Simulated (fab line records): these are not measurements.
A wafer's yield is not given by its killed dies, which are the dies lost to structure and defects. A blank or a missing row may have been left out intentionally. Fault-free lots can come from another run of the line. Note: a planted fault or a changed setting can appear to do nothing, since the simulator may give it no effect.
fab line records	flow sky130
record lots=7	wafers=21	last_day=50
route steps=708 shown SONOS_ONO@182 GATE_OXIDE@187 PAD_OPEN@708
lots untouched by any fault: they come from a run of this same line in which no faults occurred
start_h: start of the lot's first displayed wafer, in hours after the record's first day	wait_h: hours since the lot's step before	" identical to the entry in the row above	L1.1+2: a single row standing in for several wafers	- value missing, or start not given	* or withheld: withheld	< > ~ a bound
route shown NAME@n: a module of which the file shows steps, and the number in the route of the first	usual: the fault-free wafers' mean and standard deviation	same: alike in all rows	chamber/n: place in a boat	sites: readings site by site	_std_site: standard deviation across them	_edge_site: the outer-site mean with the inner-site mean subtracted	radius_mm: for every site, how far away it sits from the centre of the wafer	mask NAME#n: copy n	behind: tool/chamber where the wafer was last shaped	hold: the reason the lot was held/the length of the hold in hours/how it ended	device: the transistor (n, p or np) that didn't switch	end of line: at the end of the route, the tests of the same wafers	a step without rows: its recipe alone	killed: count of dies lost to structure and defects at first sort (not the wafer's yield)	map: a wafer's dies, marking killed ones x, the rest . and places with no die _
set.NAME: the setting the step ran with; set.NAME@STEP: the setting that earlier step ran with	model.NAME: the simulator's own value behind a step, which no gauge read
lots at selected steps of the route; one table per step, one row per wafer
services: when a tool's chamber went out of use (start_h, in hours from the record's first day, below 0 if earlier), for how many hours, and the reason
## steps
# step SKY_SONOS_ONO_OVL_MEAS_14
# usual SONOS_ONO_OVL=-0.8/1.4
lot.wafer	tool	chamber	start_h	wait_h	SONOS_ONO_OVL[nm]
L952.3	overlay-02	-	303.19	0.1	-0.1
L952.4	"	-	"	"	-1.1
L952.5	"	-	"	"	-1.9
L960.1	overlay-02	-	375.98	0.1	-1.9
L960.3	"	-	"	"	-1.3
L960.6	"	-	"	"	-1.8
L967.1	overlay-01	-	428.22	0.1	-1.6
L967.5	"	-	"	"	-1.5
L967.6	"	-	"	"	-0.5
L968.2	overlay-02	-	441.68	0.1	-2.5
L968.5	"	-	"	"	-1.0
L968.6	"	-	"	"	-0.8
L969.1	overlay-02	-	451.42	0.1	-1.5
L969.3	"	-	"	"	-1.4
L969.6	"	-	"	"	-2.5
L971.1	overlay-01	-	458.33	0.1	-0.8
L971.3	"	-	"	"	-2.3
L971.5	"	-	"	"	-1.8
L972.2	overlay-01	-	475.29	0.1	0.4
L972.5	"	-	"	"	-0.2
L972.6	"	-	"	"	1.4
# step SKY_SONOS_ONO_ETCH_15
# recipe target_depth_nm=19.52	chemistry=CHF3/O2	source_w=600	bias_w=200	pressure_mtorr=40	chf3_flow_sccm=50	O2_flow_sccm=5	time_s=7.8
# usual chamber_pressure_mTorr=40.00/0.04	drypump_motor_current_A=5.7/0.3	oes_product_au=1.002/0.01	throttle_valve_pct=8.824/0.0092
lot.wafer	tool	chamber	start_h	wait_h	chamber_pressure_mTorr	drypump_motor_current_A	oes_product_au	rf_hours_counter_h	throttle_valve_pct
L952.3	rie_diel-04	1	303.22	0.0	39.95	5.2	0.997	101	8.825
L952.4	"	0	"	"	40.02	6.0	1.007	-	8.815
L952.5	"	3	"	"	40.07	5.8	1.004	-	8.825
L960.1	rie_diel-03	2	376.02	0.0	40.02	6.2	1.022	88	8.834
L960.3	"	0	"	"	40.00	5.5	1.000	109	8.824
L960.6	"	0	"	"	39.99	5.5	0.994	-	8.811
L967.1	rie_diel-04	3	428.26	0.0	39.95	5.8	1.014	10	8.821
L967.5	"	0	"	"	40.00	6.0	1.014	-	8.834
L967.6	"	3	"	"	40.02	5.8	1.021	-	8.828
L968.2	rie_diel-01	2	441.71	0.0	40.00	5.8	0.984	12	8.810
L968.5	"	3	"	"	40.04	5.6	1.011	-	8.825
L968.6	"	0	"	"	40.01	5.9	1.001	-	8.826
L969.1	rie_diel-04	3	451.46	0.0	39.99	5.8	1.001	11	8.832
L969.3	"	0	"	"	39.96	6.0	0.999	2	8.810
L969.6	"	3	"	"	39.97	5.8	1.000	-	8.813
L971.1	rie_diel-01	2	458.37	0.0	39.96	5.8	0.990	12	8.810
L971.3	"	3	"	"	39.99	5.5	1.015	5	8.815
L971.5	"	3	"	"	40.00	5.5	1.008	-	8.817
L972.2	rie_diel-03	0	475.32	0.0	39.93	5.5	1.007	1	8.836
L972.5	"	1	"	"	40.04	5.6	1.005	-	8.822
L972.6	"	2	"	"	40.00	6.2	1.007	-	8.821
# step SKY_SONOS_ONO_WET_ETCH_16
# recipe chemistry=dHF	target_depth_nm=14	dry=n2_spin	target=SiO2	dilution=100:1	temp_c=25	time_s=280
# step SKY_SONOS_ONO_STRIP_17
# recipe chemistry=O2/N2	power_w=1400	pressure_mtorr=1500	platen_temp_c=withheld	o2_flow_sccm=3000	n2_flow_sccm=300	overash_fraction=0.5
# usual chamber_pressure_mTorr=1500.1/1.3	drypump_motor_current_A=5.9/0.38	oes_product_au=0.710/0.0039	strip_time_to_endpoint_s=14.09/0.038
lot.wafer	tool	chamber	start_h	wait_h	chamber_pressure_mTorr	drypump_motor_current_A	oes_product_au	rf_hours_counter_h	strip_time_to_endpoint_s
L952.3	plasma_asher-03	0	303.36	0.0	1500.7	5.9	0.705	-	14.19
L952.4	"	1	"	"	1499.2	5.6	0.709	-	14.17
L952.5	"	1	"	"	1501.9	5.6	0.708	-	14.14
L960.1	plasma_asher-03	0	376.12	0.0	1499.1	5.9	0.708	56	14.11
L960.3	"	0	"	"	1498.6	5.9	0.715	-	14.09
L960.6	"	1	"	"	1501.4	5.6	0.713	-	14.11
L967.1	plasma_asher-03	1	428.38	0.0	1501.4	5.6	0.706	61	14.08
L967.5	"	1	"	"	1499.1	5.6	0.706	-	14.06
L967.6	"	0	"	"	1501.7	5.9	0.710	-	14.02
L968.2	plasma_asher-01	0	441.81	0.0	1500.6	6.1	0.710	1	14.03
L968.5	"	1	"	"	1499.5	5.3	0.709	-	14.03
L968.6	"	0	"	"	1500.8	6.1	0.708	-	14.03
L969.1	plasma_asher-02	1	451.56	0.0	1500.7	5.8	0.710	34	14.07
L969.3	"	0	"	"	1497.5	6.5	0.710	-	14.11
L969.6	"	1	"	"	1499.2	5.8	0.714	-	14.02
L971.1	plasma_asher-02	0	458.47	0.0	1499.7	6.5	0.707	35	14.11
L971.3	"	0	"	"	1499.8	6.5	0.713	-	14.10
L971.5	"	1	"	"	1499.6	5.8	0.711	-	14.09
L972.2	plasma_asher-03	1	475.42	0.0	1500.6	5.6	0.711	66	14.07
L972.5	"	1	"	"	1500.2	5.6	0.710	-	14.06
L972.6	"	0	"	"	1500.9	5.9	0.703	-	14.08
# step SKY_SONOS_ONO_WET_ETCH_18
# recipe chemistry=H3PO4	target_depth_nm=15	target=Si3N4	temp_c=160	time_s=172
# step SKY_GATE_OXIDE_CLEAN_00
# recipe chemistry=SC1/SC2	mix=1:4:20	temp_c=70	time_s=150	dry=n2_spin
# step SKY_GATE_OXIDE_OXIDATION_01
# recipe temp_c=900	ambient=O2	stabilise_s=600	purge_s=300	target_thk_a=102.68	ox_time_s=1473
# step SKY_GATE_OXIDE_THK_MEAS_02
# recipe reads=SiO2_of_GATE_OXIDE_OXIDATION_01
# usual GATE_OXIDE_OXIDATION_00_THK=10.26/0.19
lot.wafer	tool	chamber	start_h	wait_h	GATE_OXIDE_OXIDATION_00_THK[nm]
L952.3	film_metro-01	-	304.97	0.0	10.38
L952.4	"	-	"	"	10.41
L952.5	"	-	"	"	10.32
L960.1	film_metro-04	-	378.08	0.0	9.96
L960.3	"	-	"	"	10.04
L960.6	"	-	"	"	10.06
L967.1	film_metro-01	-	430.02	0.0	10.13
L967.5	"	-	"	"	10.15
L967.6	"	-	"	"	10.22
L968.2	film_metro-04	-	444.57	0.0	10.58
L968.5	"	-	"	"	10.48
L968.6	"	-	"	"	10.50
L969.1	film_metro-04	-	453.19	0.0	10.07
L969.3	"	-	"	"	10.23
L969.6	"	-	"	"	10.28
L971.1	film_metro-04	-	460.09	0.0	10.20
L971.3	"	-	"	"	10.12
L971.5	"	-	"	"	10.32
L972.2	film_metro-02	-	477.06	0.0	10.00
L972.5	"	-	"	"	10.09
L972.6	"	-	"	"	10.03
# step SKY_GATE_OXIDE_DEHYDRATE_03
# recipe temp_c=200	time_s=60
# step SKY_GATE_OXIDE_HMDS_04
# recipe prime_time_s=60	prime_temp_c=120
# step SKY_GATE_OXIDE_COAT_05
# recipe resist=NOVOLAK	spin_rpm=3000	resist_thk_nm=1140
# step SKY_GATE_OXIDE_SOFTBAKE_06
# recipe temp_c=90	time_s=60	resist=NOVOLAK
# step SKY_GATE_OXIDE_EXPOSE_07
# recipe mask_id=LVOM	na=0.6	source_shape=conventional	sigma_outer=0.6	polarization=unpolarized	target_cd_nm=600	dose_mj=170
# same sigma_outer=0.6
lot.wafer	tool	chamber	start_h	wait_h	mask	model.GATE_OXIDE.overlay_x_nm
L952.3+4+5	iline_stepper-01	0	318.58	-	LVOM#0	3.458
L960.1+3+6	iline_stepper-02	0	392.20	-	LVOM#0	-1.24
L967.1+5+6	iline_stepper-01	0	445.42	-	LVOM#0	123
L968.2+5+6	iline_stepper-02	0	459.26	-	LVOM#0	-0.6823
L969.1+3+6	iline_stepper-01	0	469.18	-	LVOM#0	120.2
L971.1+3+5	iline_stepper-01	0	475.95	-	LVOM#0	124.1
L972.2+5+6	iline_stepper-02	0	491.88	-	LVOM#0	-2.073
# step SKY_GATE_OXIDE_PEB_08
# recipe temp_c=withheld	time_s=*	resist=NOVOLAK
# step SKY_GATE_OXIDE_DEVELOP_09
# recipe resist=NOVOLAK	developer=TMAH	develop_time_s=60	dev_temp_c=23
# step SKY_GATE_OXIDE_OVL_MEAS_10
# usual GATE_OXIDE_OVL=-1.5/1.3
lot.wafer	tool	chamber	start_h	wait_h	GATE_OXIDE_OVL[nm]
L952.3	overlay-01	-	331.11	0.1	0.3
L952.4	"	-	"	"	1.1
L952.5	"	-	"	"	0.5
L960.1	overlay-01	-	406.02	0.1	-2.5
L960.3	"	-	"	"	-2.8
L960.6	"	-	"	"	-2.6
L967.1	overlay-01	-	460.60	0.1	120.7
L967.5	"	-	"	"	120.7
L967.6	"	-	"	"	119.5
L968.2	overlay-01	-	474.76	0.1	-2.2
L968.5	"	-	"	"	-0.7
L968.6	"	-	"	"	-0.6
L969.1	overlay-01	-	483.30	0.1	118.6
L969.3	"	-	"	"	117.2
L969.6	"	-	"	"	117.7
L971.1	overlay-01	-	490.31	0.1	121.0
L971.3	"	-	"	"	120.6
L971.5	"	-	"	"	122.2
L972.2	overlay-02	-	506.97	0.1	-2.7
L972.5	"	-	"	"	-5.4
L972.6	"	-	"	"	-2.4
# step SKY_GATE_OXIDE_IMPLANT_11
# recipe species=B	energy_kev=10	dose_cm2=2.6e+12	tilt_deg=withheld
# step SKY_PAD_OPEN_PROBE_99
# usual killed_at_M0_to_M3=43/6.8	killed_at_M4_up=3.0/1.8	killed_at_contacts=23/5.4	killed_at_front_end=15/4.4	killed_at_other=0.3/0.51	killed_dies=85/9.2	killed_open=47/6.8	killed_short=39/6.8
# same gross_dies=492	killed_at_back_side=0
lot.wafer	tool	chamber	start_h	wait_h	killed_at_M0_to_M3	killed_at_M4_up	killed_at_contacts	killed_at_front_end	killed_at_other	killed_dies	killed_open	killed_short
L952.3	prober-01	-	1090.42	0.2	43	2	25	17	0	87	48	39
L952.4	prober-01	-	1090.47	0.2	48	0	24	15	0	87	51	36
L952.5	prober-01	-	1090.52	0.2	31	5	22	13	1	72	49	23
L960.1	prober-01	-	1144.43	0.1	42	5	20	22	0	89	53	36
L960.3	prober-01	-	1144.53	0.2	40	3	27	15	0	85	55	30
L960.6	prober-01	-	1144.68	0.2	47	3	25	11	0	86	43	43
L968.2	prober-01	-	1183.41	0.1	37	6	31	20	0	94	43	51
L968.5	prober-01	-	1183.56	0.2	34	8	29	10	0	81	36	45
L968.6	prober-01	-	1183.61	0.2	35	2	21	13	0	71	38	33
L969.1	prober-02	-	1191.54	0.1	51	2	19	18	0	90	56	34
L969.3	prober-02	-	1191.64	0.2	34	0	23	21	0	78	45	33
L969.6	prober-02	-	1191.79	0.2	46	3	21	7	0	77	41	36
L971.1	prober-01	-	1194.13	0.1	37	6	22	9	1	75	38	37
L971.3	prober-01	-	1194.23	0.2	34	3	17	10	1	65	49	16
L971.5	prober-01	-	1194.33	0.2	47	4	22	12	0	85	45	40
L972.2	prober-01	-	1199.59	0.1	41	2	26	10	0	79	38	41
L972.5	prober-01	-	1199.74	0.2	50	1	25	12	0	88	41	47
L972.6	prober-01	-	1199.79	0.2	58	2	30	13	0	103	49	54
# killed by level:class
L952.3 VIA1:geometric_particle:open=15 LI_CONTACT:geometric_particle:open=10 CONTACT:geometric_particle:open=6 VIA3:geometric_particle:open=6 FIELD_ISO:geometric_particle:open=5 VIA1:geometric_particle:short=5 VIA2:geometric_particle:short=5 LI_CONTACT:geometric_particle:short=4
L952.4 VIA1:geometric_particle:open=10 LI_CONTACT:geometric_particle:open=7 CONTACT:geometric_particle:open=7 POLY_GATE:geometric_particle:open=6 VIA3:geometric_particle:open=6 CONTACT:geometric_particle:short=6 VIA1:geometric_particle:short=6 VIA2:geometric_particle:short=5
L952.5 VIA1:geometric_particle:open=13 CONTACT:geometric_particle:open=12 LI_CONTACT:geometric_particle:open=5 VIA3:geometric_particle:open=5 FIELD_ISO:geometric_particle:open=4 METAL2:geometric_particle:short=4 METAL3:geometric_particle:short=4 POLY_GATE:geometric_particle:open=3
L960.1 VIA1:geometric_particle:open=11 FIELD_ISO:geometric_particle:short=9 VIA2:geometric_particle:open=9 CONTACT:geometric_particle:open=8 FIELD_ISO:geometric_particle:open=5 POLY_GATE:geometric_particle:open=5 LI_CONTACT:geometric_particle:open=5 METAL1:geometric_particle:short=5
L960.3 VIA2:geometric_particle:open=11 LI_CONTACT:geometric_particle:open=10 CONTACT:geometric_particle:open=9 FIELD_ISO:geometric_particle:open=8 VIA3:geometric_particle:open=5 POLY_GATE:geometric_particle:open=4 VIA1:geometric_particle:open=4 CONTACT:geometric_particle:short=4
L960.6 LI_CONTACT:geometric_particle:open=10 VIA1:geometric_particle:open=10 METAL2:geometric_particle:short=7 CONTACT:geometric_particle:open=7 VIA1:geometric_particle:short=7 CONTACT:geometric_particle:short=6 VIA3:geometric_particle:short=6 VIA2:geometric_particle:open=6
L968.2 CONTACT:geometric_particle:open=11 FIELD_ISO:geometric_particle:short=9 LI_CONTACT:geometric_particle:open=8 METAL2:geometric_particle:short=8 VIA3:geometric_particle:open=7 VIA1:geometric_particle:short=6 LOCAL_INTERCONNECT:geometric_particle:short=5 VIA1:geometric_particle:open=5
L968.5 CONTACT:geometric_particle:open=12 VIA1:geometric_particle:open=10 CONTACT:geometric_particle:short=9 METAL2:geometric_particle:short=6 METAL4:geometric_particle:short=6 LOCAL_INTERCONNECT:geometric_particle:short=4 VIA2:geometric_particle:short=4 VIA1:geometric_particle:short=4
L968.6 VIA1:geometric_particle:open=8 CONTACT:geometric_particle:open=7 LI_CONTACT:geometric_particle:open=6 METAL2:geometric_particle:short=6 FIELD_ISO:geometric_particle:short=5 FIELD_ISO:geometric_particle:open=5 METAL1:geometric_particle:short=4 POLY_GATE:geometric_particle:open=3
L969.1 VIA1:geometric_particle:open=16 CONTACT:geometric_particle:open=11 VIA2:geometric_particle:open=7 VIA1:geometric_particle:short=6 FIELD_ISO:geometric_particle:open=5 POLY_GATE:geometric_particle:open=5 POLY_GATE:geometric_particle:short=5 LI_CONTACT:geometric_particle:open=5
L969.3 CONTACT:geometric_particle:open=8 VIA1:geometric_particle:open=7 FIELD_ISO:geometric_particle:short=6 LI_CONTACT:geometric_particle:open=5 VIA2:geometric_particle:open=5 VIA2:geometric_particle:short=5 FIELD_ISO:geometric_particle:open=4 POLY_GATE:geometric_particle:short=4
L969.6 VIA1:geometric_particle:open=9 VIA1:geometric_particle:short=8 METAL2:geometric_particle:short=8 CONTACT:geometric_particle:open=7 VIA2:geometric_particle:open=6 VIA3:geometric_particle:open=6 METAL1:geometric_particle:short=5 LI_CONTACT:geometric_particle:open=5
L971.1 CONTACT:geometric_particle:open=9 VIA1:geometric_particle:short=8 METAL1:geometric_particle:short=7 VIA1:geometric_particle:open=7 LI_CONTACT:geometric_particle:open=6 METAL4:geometric_particle:short=5 VIA3:geometric_particle:open=5 POLY_GATE:geometric_particle:open=4
L971.3 VIA1:geometric_particle:open=17 LI_CONTACT:geometric_particle:open=7 CONTACT:geometric_particle:open=4 METAL2:geometric_particle:open=4 FIELD_ISO:geometric_particle:open=3 VIA2:geometric_particle:open=3 VIA3:geometric_particle:open=3 FIELD_ISO:geometric_particle:short=2
L971.5 VIA1:geometric_particle:open=13 CONTACT:geometric_particle:open=10 METAL1:geometric_particle:short=8 LI_CONTACT:geometric_particle:open=7 VIA1:geometric_particle:short=6 VIA3:geometric_particle:short=6 METAL3:geometric_particle:short=4 FIELD_ISO:geometric_particle:open=3
L972.2 METAL2:geometric_particle:short=10 CONTACT:geometric_particle:open=8 VIA1:geometric_particle:open=6 VIA3:geometric_particle:open=6 LOCAL_INTERCONNECT:geometric_particle:short=5 LI_CONTACT:geometric_particle:open=5 VIA2:geometric_particle:short=4 FIELD_ISO:geometric_particle:short=3
L972.5 LI_CONTACT:geometric_particle:open=8 METAL1:geometric_particle:short=8 CONTACT:geometric_particle:open=6 METAL3:geometric_particle:short=6 VIA2:geometric_particle:open=6 VIA3:geometric_particle:open=6 VIA1:geometric_particle:open=5 FIELD_ISO:geometric_particle:short=4
L972.6 VIA2:geometric_particle:open=12 METAL2:geometric_particle:short=11 LI_CONTACT:geometric_particle:open=9 CONTACT:geometric_particle:open=8 POLY_GATE:geometric_particle:short=7 METAL1:geometric_particle:short=7 VIA1:geometric_particle:open=7 CONTACT:geometric_particle:short=6
## services
tool	chamber	start_h	hours	kind
iline_stepper-01	-	283.60	2.3	repair
rie_diel-01	-	294.01	4.0	pm
rie_diel-04	2	294.03	-	clean
rie_diel-04	2	294.03	23.1	scheduled_down
rie_diel-04	2	294.03	23.1	vent_cycle
rie_diel-03	3	315.68	5.0	repair
plasma_asher-01	-	316.39	0.4	repair
rie_diel-04	3	320.76	3.6	repair
rie_diel-04	0	327.63	-	clean
rie_diel-04	0	327.63	12.6	scheduled_down
rie_diel-04	0	327.63	12.6	vent_cycle
rie_diel-04	1	328.93	5.1	repair
plasma_asher-02	-	348.16	2.6	repair
iline_stepper-02	-	350.07	21.9	repair
rie_diel-04	2	354.81	1.7	repair
rie_diel-01	1	355.25	132.0	repair
plasma_asher-03	-	366.23	0.7	repair
rie_diel-01	-	384.17	15.6	pm
iline_stepper-01	-	387.34	1.7	pm
rie_diel-01	-	406.36	2.8	pm
plasma_asher-01	-	421.25	9.0	pm
rie_diel-03	2	459.78	7.1	repair
iline_stepper-02	-	464.95	1.7	pm
rie_diel-04	-	468.75	14.6	pm
## key
first_sign step=SKY_GATE_OXIDE_OVL_MEAS_10	reading=GATE_OXIDE_OVL	direction=up	sigmas=92	usual=-1.5	struck=119.8
effect none on later readings
model_effect step=SKY_GATE_OXIDE_EXPOSE_07	value=GATE_OXIDE.overlay_x_nm	without=0.6257	struck=122.4
met_at SKY_GATE_OXIDE_EXPOSE_07
struck_wafers L967.1,L967.5,L967.6,L969.1,L969.3,L969.6,L971.1,L971.3,L971.5
tester_left_out L967,L969,L971
onset_between 318.58 445.42
fault kind=scanner_matching_overlay	tool=iline_stepper-01	chamber=-	onset_h=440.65	steps=SKY_GATE_OXIDE_EXPOSE_07	offset=121.79
# tester_left_out: of these lots the tester's yield and bins aren't shown, on N5 and GAA mostly nor the transistor test; their killed dies are dies lost to structure and defects alone, not to doping, threshold or leakage, so they don't give the yield
